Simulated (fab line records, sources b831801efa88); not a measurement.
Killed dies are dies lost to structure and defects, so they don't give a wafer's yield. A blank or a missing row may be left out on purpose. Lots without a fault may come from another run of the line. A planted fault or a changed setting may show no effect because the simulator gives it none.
fab line records | flow sky130
record lots=6 wafers=18 last_day=50
route steps=708 shown NWELL@65 PAD_OPEN@708
lots that met no fault: from a run of the same line without faults
start_h: hours from the record's first day to the start of the lot's first wafer shown | wait_h: hours since the lot's step before | " the same as in the row above | L1.1+2: a row that stands for several wafers | - no value, or no start given | * or withheld: withheld | < > ~ a bound
route shown NAME@n: a module of which the file shows steps, and the number in the route of the first | usual: mean/standard deviation of fault-free wafers | same: alike in all rows | chamber/n: place in a boat | sites: the reading at each site | _std_site: their standard deviation | _edge_site: outer sites' mean less inner sites' | radius_mm: how far each site lies from the wafer's centre | mask NAME#n: copy n | behind: the tool/chamber that last shaped the wafer | hold: why the lot was held/for how many hours/how that ended | device: the transistor (n, p or np) that didn't switch | end of line: the same wafers' tests at the end of the route | a step without rows: its recipe alone | killed: dies lost to structure and defects at the first sort, not the wafer's yield | map: a wafer's dies, x killed, . not, _ none there
set.NAME: the setting as run; set.NAME@STEP: as run at that earlier step | model.NAME: the simulator's own value behind a step, which no gauge read
lots at some steps of the route; a table a step, a row a wafer
services: from which hour (start_h, from the record's first day; less than 0 if before it) a tool's chamber was out of use, for how many hours, and why
## steps
# step SKY_NWELL_IMPLANT_12
# recipe species=P energy_kev=120 dose_cm2=1.3e+12 tilt_deg=withheld
# step SKY_NWELL_IMPLANT_13
# recipe species=P energy_kev=50 dose_cm2=7e+11 tilt_deg=withheld
# step SKY_NWELL_STRIP_14
# recipe chemistry=O2/N2 power_w=1400 pressure_mtorr=1500 platen_temp_c=withheld o2_flow_sccm=3000 n2_flow_sccm=300 overash_fraction=0.5
# usual drypump_motor_current_A=5.60/0.24 oes_product_au=0.722/0.0045 strip_time_to_endpoint_s=36.91/0.14
# columns lot.wafer tool chamber start_h wait_h drypump_motor_current_A oes_product_au rf_hours_counter_h strip_time_to_endpoint_s
L983.1 plasma_asher-01 1 118.67 0.1 5.11 0.718 31 37.14
L983.3 " 1 " " 5.11 0.723 - 37.09
L983.6 " 1 " " 5.10 0.720 - 37.04
L985.1 plasma_asher-01 0 120.47 0.1 5.70 0.720 31 36.76
L985.5 " 0 " " 5.71 0.729 - 36.81
L985.6 " 1 " " 5.09 0.721 - 36.77
L993.1 plasma_asher-03 0 154.06 0.1 5.60 0.723 50 36.88
L993.4 " 1 " " 5.75 0.724 - 36.86
L993.6 " 0 " " 5.60 0.730 - 36.86
L992.2 plasma_asher-01 1 154.37 0.1 5.10 0.726 35 36.99
L992.4 " 0 " " 5.72 0.725 - 37.00
L992.5 " 0 " " 5.70 0.711 - 37.01
L995.1 plasma_asher-02 1 167.96 0.1 5.86 0.723 2 37.16
L995.2 " 0 " " 5.52 0.718 2 37.12
L995.4 " 0 " " 5.53 0.718 - 37.14
L103.2 plasma_asher-01 1 220.77 0.1 5.11 0.718 43 36.82
L103.3 " 1 " " 5.12 0.728 - 36.85
L103.4 " 0 " " 5.72 0.722 - 36.83
# step SKY_NWELL_TW_MEAS_15
# usual NWELL_TW=1833/15
# columns lot.wafer tool chamber start_h wait_h NWELL_TW
L983.1 film_metro-03 - 118.77 0.1 1850
L983.3 " - " " 1853
L983.6 " - " " 1833
L985.1 film_metro-02 - 120.57 0.1 1863
L985.5 " - " " 1849
L985.6 " - " " 1855
L993.1 film_metro-01 - 154.16 0.1 1806
L993.4 " - " " 1814
L993.6 " - " " 1796
L992.2 film_metro-03 - 154.48 0.1 1844
L992.4 " - " " 1844
L992.5 " - " " 1855
L995.1 film_metro-02 - 168.06 0.1 1852
L995.2 " - " " 1860
L995.4 " - " " 1853
L103.2 film_metro-02 - 220.88 0.1 1833
L103.3 " - " " 1842
L103.4 " - " " 1848
# step SKY_NWELL_DEHYDRATE_16
# recipe temp_c=200 time_s=60
# step SKY_NWELL_HMDS_17
# recipe prime_time_s=60 prime_temp_c=120
# step SKY_NWELL_COAT_18
# recipe spin_rpm=2000 resist_thk_nm=3000
# step SKY_NWELL_SOFTBAKE_19
# recipe temp_c=110 time_s=withheld
# step SKY_NWELL_EXPOSE_20
# recipe mask_id=NWM_COMPLEMENT na=0.6 source_shape=conventional sigma_outer=0.6 polarization=unpolarized target_cd_nm=840 dose_mj=260
# step SKY_NWELL_PEB_21
# recipe temp_c=115 time_s=withheld
# step SKY_NWELL_DEVELOP_22
# recipe wall_angle_deg=90 developer=TMAH develop_time_s=60 dev_temp_c=23
# step SKY_NWELL_OVL_MEAS_23
# usual NWELL_01_OVL=0.3/1.7
# columns lot.wafer tool chamber start_h wait_h NWELL_01_OVL[nm]
L983.1 overlay-01 - 137.13 - -0.3
L983.3 " - " " 1.5
L983.6 " - " " 1.3
L985.1 overlay-01 - 139.32 - 3.7
L985.5 " - " " 0.9
L985.6 " - " " 0.1
L993.1 overlay-01 - 174.08 - 1.4
L993.4 " - " " 3.3
L993.6 " - " " 1.4
L992.2 overlay-02 - 174.48 - 0.1
L992.4 " - " " -0.7
L992.5 " - " " 0.7
L995.1 overlay-01 - 188.97 - 1.7
L995.2 " - " " 0.0
L995.4 " - " " 0.2
L103.2 overlay-02 - 243.49 - -2.2
L103.3 " - " " 0.5
L103.4 " - " " -1.0
# step SKY_NWELL_IMPLANT_24
# recipe species=B energy_kev=140 dose_cm2=9.2e+12 tilt_deg=withheld
# usual dose_ions_cm2=9.2e+12/1.2e+10 faraday_current_uA=52.1/1.1
# columns lot.wafer tool chamber start_h wait_h dose_ions_cm2 faraday_current_uA
L983.1 implanter-02 0 137.17 0.0 9.191e+12 52.1
L983.3 " 0 " " 9.197e+12 51.3
L983.6 " 0 " " 9.196e+12 52.7
L985.1 implanter-02 0 139.36 0.0 9.208e+12 52.9
L985.5 " 0 " " 9.214e+12 52.6
L985.6 " 0 " " 9.213e+12 53.7
L993.1 implanter-03 0 174.12 0.0 1.1055e+13 64.3
L993.4 " 0 " " 1.1048e+13 63.5
L993.6 " 0 " " 1.1064e+13 64.2
L992.2 implanter-01 0 174.53 0.0 9.218e+12 49.3
L992.4 " 0 " " 9.216e+12 52.2
L992.5 " 0 " " 9.206e+12 51.6
L995.1 implanter-03 0 189.01 0.0 1.1039e+13 61.8
L995.2 " 0 " " 1.1074e+13 62.5
L995.4 " 0 " " 1.1035e+13 63.8
L103.2 implanter-02 0 243.54 0.0 9.207e+12 53.0
L103.3 " 0 " " 9.204e+12 54.0
L103.4 " 0 " " 9.188e+12 51.4
# step SKY_NWELL_STRIP_25
# recipe chemistry=O2/N2 power_w=1400 pressure_mtorr=1500 platen_temp_c=withheld o2_flow_sccm=3000 n2_flow_sccm=300 overash_fraction=0.5
# usual drypump_motor_current_A=5.54/0.28 oes_product_au=0.722/0.0047 strip_time_to_endpoint_s=36.93/0.12
# columns lot.wafer tool chamber start_h wait_h drypump_motor_current_A oes_product_au rf_hours_counter_h strip_time_to_endpoint_s
L983.1 plasma_asher-01 0 137.32 0.1 5.71 0.719 33 36.70
L983.3 " 0 " " 5.73 0.729 - 36.90
L983.6 " 1 " " 5.11 0.721 - 36.79
L985.1 plasma_asher-01 0 139.51 0.1 5.71 0.726 33 36.93
L985.5 " 0 " " 5.71 0.718 - 37.06
L985.6 " 1 " " 5.13 0.715 - 36.99
L993.1 plasma_asher-03 0 174.27 0.1 5.62 0.719 52 37.24
L993.4 " 0 " " 5.63 0.726 - 37.05
L993.6 " 0 " " 5.65 0.716 - 37.16
L992.2 plasma_asher-02 0 174.66 0.1 5.53 0.727 3 37.05
L992.4 " 0 " " 5.54 0.728 - 37.01
L992.5 " 0 " " 5.57 0.718 - 37.01
L995.1 plasma_asher-01 1 189.16 0.1 5.12 0.724 39 37.05
L995.2 " 0 " " 5.71 0.724 39 36.95
L995.4 " 1 " " 5.12 0.718 - 37.05
L103.2 plasma_asher-02 0 243.67 0.1 5.60 0.723 8 36.76
L103.3 " 1 " " 5.86 0.731 - 36.78
L103.4 " 0 " " 5.59 0.719 - 36.80
# step SKY_NWELL_TW_MEAS_26
# usual NWELL_2_TW=497/4.3
# columns lot.wafer tool chamber start_h wait_h NWELL_2_TW
L983.1 film_metro-01 - 137.42 0.1 496
L983.3 " - " " 495
L983.6 " - " " 494
L985.1 film_metro-02 - 139.61 0.1 501
L985.5 " - " " 503
L985.6 " - " " 505
L993.1 film_metro-01 - 174.37 0.1 524
L993.4 " - " " 522
L993.6 " - " " 520
L992.2 film_metro-01 - 174.77 0.1 496
L992.4 " - " " 494
L992.5 " - " " 492
L995.1 film_metro-01 - 189.26 0.1 526
L995.2 " - " " 523
L995.4 " - " " 521
L103.2 film_metro-03 - 243.78 0.1 499
L103.3 " - " " 498
L103.4 " - " " 501
# step SKY_NWELL_CLEAN_27
# recipe chemistry=SC1/SC2 mix=1:4:20 temp_c=70 time_s=150 dry=n2_spin
# step SKY_PAD_OPEN_PROBE_99
# columns lot.wafer tool chamber start_h wait_h model.etest.pfet_16v.r_on_ohm_um model.etest.res_iso_pwell.rs_ohm_sq model.etest.res_pwell_under_gate.rs_ohm_sq model.etest.res_iso_pwell.line_ohm_um model.etest.tip_n_5v.rs_ohm_sq model.etest.res_nwell.width_nm model.etest.pfet_16v.drive_ua_um model.etest.field_n.vt_v
L983.1 prober-02 - 1105.01 0.1 1.529e+04 2963 2280 1110 1361 842.7 242.6 35.95
L983.3 prober-02 - 1105.11 0.2 1.512e+04 2820 2294 1073 1362 840.9 242 35.28
L983.6 prober-02 - 1105.26 0.2 1.529e+04 3003 2296 1138 1365 847 241 36.06
L985.1 prober-02 - 1112.70 0.1 1.555e+04 3121 2292 1188 1391 834.6 238.9 36.3
L985.5 prober-02 - 1112.90 0.2 1.526e+04 2991 2286 1130 1384 827.8 241.7 35.86
L985.6 prober-02 - 1112.95 0.2 1.522e+04 2958 2297 1105 1385 825.1 241.6 35.75
L993.1 prober-01 - 1142.74 0.1 1.412e+04 2746 2031 1036 1418 824.1 256.6 39.52
L993.4 prober-01 - 1142.89 0.2 1.399e+04 2642 2021 991 1427 813.6 257.7 39.15
L993.6 prober-01 - 1142.99 0.2 1.406e+04 2672 2031 986.5 1433 820 256.2 39.2
L992.2 prober-02 - 1144.39 0.1 1.503e+04 2800 2302 1057 1365 836.3 244.5 35.04
L992.4 prober-02 - 1144.49 0.2 1.519e+04 2859 2311 1078 1366 838.6 241.2 35.39
L992.5 prober-02 - 1144.54 0.2 1.525e+04 2847 2312 1069 1362 845.5 239.6 35.42
L995.1 prober-02 - 1155.00 0.1 1.417e+04 2763 2015 1053 1398 820.5 255.1 40.34
L995.2 prober-02 - 1155.05 0.1 1.41e+04 2638 2035 991.3 1410 819.7 256.4 39.85
L995.4 prober-02 - 1155.15 0.2 1.435e+04 2743 2017 1031 1405 821.1 252.4 40.18
L103.2 prober-02 - 1197.35 0.1 1.542e+04 2921 2281 1099 1397 823.4 241.9 36.48
L103.3 prober-02 - 1197.40 0.2 1.518e+04 2807 2265 1048 1410 822.7 241.6 35.71
L103.4 prober-02 - 1197.45 0.2 1.516e+04 2861 2268 1076 1405 821.5 244.4 36.08
# killed by level:class
L983.1 CONTACT:geometric_particle:open=15 VIA1:geometric_particle:open=14 CONTACT:geometric_particle:short=8 VIA2:geometric_particle:open=7 VIA1:geometric_particle:short=5 FIELD_ISO:geometric_particle:open=4 METAL1:geometric_particle:short=4 POLY_GATE:geometric_particle:short=4
L983.3 VIA1:geometric_particle:open=10 VIA1:geometric_particle:short=9 METAL2:geometric_particle:short=8 VIA2:geometric_particle:open=8 CONTACT:geometric_particle:open=7 METAL1:geometric_particle:short=7 POLY_GATE:geometric_particle:short=6 POLY_GATE:geometric_particle:open=6
L983.6 VIA1:geometric_particle:open=10 CONTACT:geometric_particle:open=10 VIA2:geometric_particle:open=8 LI_CONTACT:geometric_particle:open=6 CONTACT:geometric_particle:short=6 VIA1:geometric_particle:short=5 METAL1:geometric_particle:short=5 LOCAL_INTERCONNECT:geometric_particle:short=4
L985.1 VIA1:geometric_particle:open=11 VIA2:geometric_particle:open=9 POLY_GATE:geometric_particle:open=8 CONTACT:geometric_particle:short=8 CONTACT:geometric_particle:open=8 METAL3:geometric_particle:short=8 FIELD_ISO:geometric_particle:open=6 VIA3:geometric_particle:open=6
L985.5 VIA1:geometric_particle:open=15 CONTACT:geometric_particle:open=9 POLY_GATE:geometric_particle:open=6 LI_CONTACT:geometric_particle:open=6 VIA3:geometric_particle:open=6 FIELD_ISO:geometric_particle:open=5 FIELD_ISO:geometric_particle:short=5 POLY_GATE:geometric_particle:short=5
L985.6 LI_CONTACT:geometric_particle:open=7 VIA2:geometric_particle:short=7 VIA3:geometric_particle:open=7 VIA2:geometric_particle:open=5 METAL4:geometric_particle:short=5 CONTACT:geometric_particle:open=4 FIELD_ISO:geometric_particle:open=3 CONTACT:geometric_particle:short=3
L992.2 CONTACT:geometric_particle:open=10 LOCAL_INTERCONNECT:geometric_particle:short=7 LI_CONTACT:geometric_particle:open=6 CONTACT:geometric_particle:short=6 VIA1:geometric_particle:open=6 VIA2:geometric_particle:short=6 VIA3:geometric_particle:open=5 FIELD_ISO:geometric_particle:open=5
L992.4 CONTACT:geometric_particle:open=8 LI_CONTACT:geometric_particle:open=7 VIA3:geometric_particle:open=7 VIA1:geometric_particle:open=7 METAL2:geometric_particle:short=6 CONTACT:geometric_particle:short=6 POLY_GATE:geometric_particle:open=5 FIELD_ISO:geometric_particle:short=4
L992.5 CONTACT:geometric_particle:open=10 VIA1:geometric_particle:open=9 POLY_GATE:geometric_particle:short=6 VIA3:geometric_particle:open=6 VIA2:geometric_particle:short=5 FIELD_ISO:geometric_particle:short=4 VIA2:geometric_particle:open=4 METAL2:geometric_particle:short=4
L995.1 CONTACT:geometric_particle:open=18 VIA3:geometric_particle:open=10 METAL2:geometric_particle:short=9 CONTACT:geometric_particle:short=7 METAL1:geometric_particle:short=7 VIA2:geometric_particle:open=7 VIA1:geometric_particle:open=6 VIA2:geometric_particle:short=5
L995.2 CONTACT:geometric_particle:open=9 LI_CONTACT:geometric_particle:open=7 VIA1:geometric_particle:open=7 LOCAL_INTERCONNECT:geometric_particle:short=6 VIA2:geometric_particle:open=6 METAL2:geometric_particle:short=5 METAL1:geometric_particle:short=5 SPACER:geometric_particle:open=4
L995.4 CONTACT:geometric_particle:open=12 LI_CONTACT:geometric_particle:open=7 VIA2:geometric_particle:open=7 CONTACT:geometric_particle:short=4 VIA1:geometric_particle:open=4 METAL2:geometric_particle:open=4 SONOS_ONO:geometric_particle:short=3 LOCAL_INTERCONNECT:geometric_particle:open=3
L103.2 VIA1:geometric_particle:open=11 CONTACT:geometric_particle:open=8 VIA2:geometric_particle:open=8 LOCAL_INTERCONNECT:geometric_particle:short=7 CONTACT:geometric_particle:short=7 VIA3:geometric_particle:open=7 LI_CONTACT:geometric_particle:open=6 FIELD_ISO:geometric_particle:open=5
L103.3 VIA1:geometric_particle:open=15 CONTACT:geometric_particle:open=8 LI_CONTACT:geometric_particle:open=7 LI_CONTACT:geometric_particle:short=5 LOCAL_INTERCONNECT:geometric_particle:short=5 VIA1:geometric_particle:short=5 METAL2:geometric_particle:short=3 VIA3:geometric_particle:open=3
L103.4 CONTACT:geometric_particle:open=11 VIA1:geometric_particle:open=10 CONTACT:geometric_particle:short=7 METAL1:geometric_particle:short=7 VIA3:geometric_particle:open=5 POLY_GATE:geometric_particle:open=4 VIA1:geometric_particle:short=4 METAL2:geometric_particle:short=4
## services
# columns tool chamber start_h hours kind
implanter-02 - 104.66 1.3 repair
plasma_asher-02 - 108.75 9.0 pm
plasma_asher-02 0 108.75 9.0 vent_cycle
plasma_asher-02 1 108.75 9.0 vent_cycle
plasma_asher-02 0 117.75 - clean
plasma_asher-02 1 117.75 - clean
implanter-02 - 128.29 0.8 repair
implanter-03 - 130.44 5.9 pm
plasma_asher-02 - 133.83 28.1 pm
plasma_asher-02 - 184.72 14.6 pm
implanter-01 - 196.60 7.2 repair
implanter-02 - 216.12 10.5 repair
implanter-01 - 232.34 27.8 pm
## key
first_sign step=SKY_NWELL_IMPLANT_24 reading=dose_ions_cm2 direction=up sigmas=99+ usual=* struck=*
effect step=SKY_NWELL_IMPLANT_24 reading=faraday_current_uA direction=up sigmas=10 usual=52.1 struck=63.4
effect step=SKY_NWELL_TW_MEAS_26 reading=NWELL_2_TW direction=up sigmas=5.9 usual=497 struck=523
model_effect step=SKY_PAD_OPEN_PROBE_99 value=etest.pfet_16v.r_on_ohm_um without=1.538e+04 struck=1.413e+04
met_at SKY_NWELL_IMPLANT_24
struck_wafers L993.1,L993.4,L993.6,L995.1,L995.2,L995.4
sort_left_out L993.1,L993.4,L993.6
tester_left_out L993,L995
fault kind=process_parameter_drift tool=implanter-03 chamber=- onset_h=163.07 steps=SKY_NWELL_IMPLANT_24 channel=dose_cm2 offset=* shape=step end_h=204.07 acts_in=* stated=*
# tester_left_out: of these lots the tester's yield and bins aren't shown, on N5 and GAA mostly nor the transistor test; their killed dies are dies lost to structure and defects alone, not to doping, threshold or leakage, so they don't give the yield
# sort_left_out: the simulated sort isn't trusted on such a fault, so these wafers' sort isn't shown, and their yield isn't known
